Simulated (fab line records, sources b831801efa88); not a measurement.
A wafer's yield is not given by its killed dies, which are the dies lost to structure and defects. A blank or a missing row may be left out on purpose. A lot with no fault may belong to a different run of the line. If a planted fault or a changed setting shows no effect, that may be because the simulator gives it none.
A struck lot beside a sound one / flow sky130 / 16 steps out of a route of 708
Sound: the wafers L411.1, L411.4, L411.5. Wafers L424.2, L424.4, L424.6 were the ones struck. The cause is given at the end.
Order at every step that has rows: each side's tool, ch and its chambers, its first start. Under that, the readings that differ: sound wafers / struck wafers / difference of the means / sigmas: that difference in standard deviations of wafers without a fault.
alike: readings whose means differ by less than 2 such deviations, and words and numbers that are the same on both sides. not compared: withheld readings, readings that some wafer has no value for, bounds like >300 that may hide the same value, and numbers for which the record gives no deviation and whose values overlap.
Wherever a step has rows on one side only, a row that says differs or no value, or a row with sigmas, the two part there. When numbers do not overlap yet have no deviation, they are printed without sigmas and do not part them. A reading that every wafer of one side lacks parts them only if that side has two wafers or more.

first, 2 steps without rows for these wafers: SKY_METAL3_PEB_11; SKY_METAL3_DEVELOP_12 (develop time 60 s).
SKY_METAL3_CD_MEAS_13: target cd 300 nm.
  sound: cd sem-02 at day 40 02:23; struck: cd sem-02 at day 43 01:34
  alike: cd nm
SKY_METAL3_OVL_MEAS_14:
  sound: overlay-01 at day 40 02:31; struck: overlay-02 at day 43 01:40
  alike: METAL3_OVL
then, 1 step without rows for these wafers: SKY_METAL3_DESCUM_15 (chemistry O2, time 8 s).
SKY_METAL3_ETCH_16: etches BARC in N2/H2, stops on SiO2, time 88.2 s, target depth 60 nm.
  sound on rie metal-02 ch 0,1, day 40 02:35; struck on rie metal-01 ch 0,1, day 43 01:44
  alike: drypump motor current A, oes product au, throttle valve pct
  not compared: rf hours counter h
SKY_METAL3_ETCH_17: etches SiO2 in C4F8/O2/Ar, stops on TiN, time 3.9 s, target depth 15 nm.
  sound on rie diel-01 ch 0,2,3, day 40 02:41; struck on rie diel-03 ch 1,3, day 43 01:50
  alike: oes product au
SKY_METAL3_METAL_ETCH_18: etches the open film in Cl2/BCl3, stops on SiO2, target depth 845 nm, time 183.1 s.
  sound on rie metal-01 ch 1, day 40 02:42; struck on rie metal-03 ch 0,1, day 43 01:51
  alike: drypump motor current A, oes product au, throttle valve pct
  not compared: rf hours counter h
SKY_METAL3_STRIP_19: strips in O2/N2.
  sound on plasma asher-01 ch 0,1, day 40 02:53; struck on plasma asher-01 ch 0, day 43 02:02
reading=strip time to endpoint s (s); sound=6.66 6.70 6.68; struck=6.58 6.40 6.43; difference=-0.21; sigmas=-2
  alike: drypump motor current A, oes product au
  not compared: rf hours counter h
then, 3 steps without rows for these wafers: SKY_METAL3_STRIP_20 (strips in post etch residue remover, time 1200 s); SKY_METAL3_CLEAN_21 (cleans in IPA, time 180 s); SKY_METAL3_CLEAN_22 (cleans in O3/DIW).
SKY_VIA3_HDPCVD_00: deposits SiO2, target thk 1635 nm, time 272.5 s.
  sound on hdpcvd-02 ch 1,2, day 40 03:30; struck on hdpcvd-02 ch 0,1,2, day 43 02:37
reading=model.SiO2_of_VIA3_HDPCVD_00.thk nm (nm); sound=1642 1630 1631; struck=1053 1085 1066; difference=-566; sigmas=
SKY_VIA3_THK_MEAS_01:
  sound: film metro-01 at day 40 03:40; struck: film metro-01 at day 43 02:48
reading=VIA3_HDPCVD_THK (nm); sound=1642 1630 1631; struck=1053 1085 1066; difference=-566; sigmas=-31
SKY_VIA3_CMP_02: polishes SiO2.
  sound on cmp-01 ch 1,3, day 40 03:47; struck on cmp-02 ch 0,2,3, day 43 02:57
  alike: motor current A, platen rpm, retaining ring pressure frac
-- the record jumps here: 6 days lie between the struck wafers' starts before and after (it left off in module VIA3 and takes up again in module PAD_OPEN, whose first step shown is number 708 of the route) --
SKY_PAD_OPEN_PROBE_99:
  sound: prober-02 at day 47 02:45; struck: prober-02 at day 49 12:28
reading=model.etest.met4 comb.leak log10 a um; sound=-12.01 -12.01 -11.94; struck=-7.122 -7.21 -7.06; difference=+4.856; sigmas=

## WHERE THEY PART
At SKY_METAL3_STRIP_19 first; at SKY_VIA3_THK_MEAS_01 last (within this record only). Later steps at which nothing parts them and some readings are alike: SKY_VIA3_CMP_02.

WHY: whatever the simulator had introduced
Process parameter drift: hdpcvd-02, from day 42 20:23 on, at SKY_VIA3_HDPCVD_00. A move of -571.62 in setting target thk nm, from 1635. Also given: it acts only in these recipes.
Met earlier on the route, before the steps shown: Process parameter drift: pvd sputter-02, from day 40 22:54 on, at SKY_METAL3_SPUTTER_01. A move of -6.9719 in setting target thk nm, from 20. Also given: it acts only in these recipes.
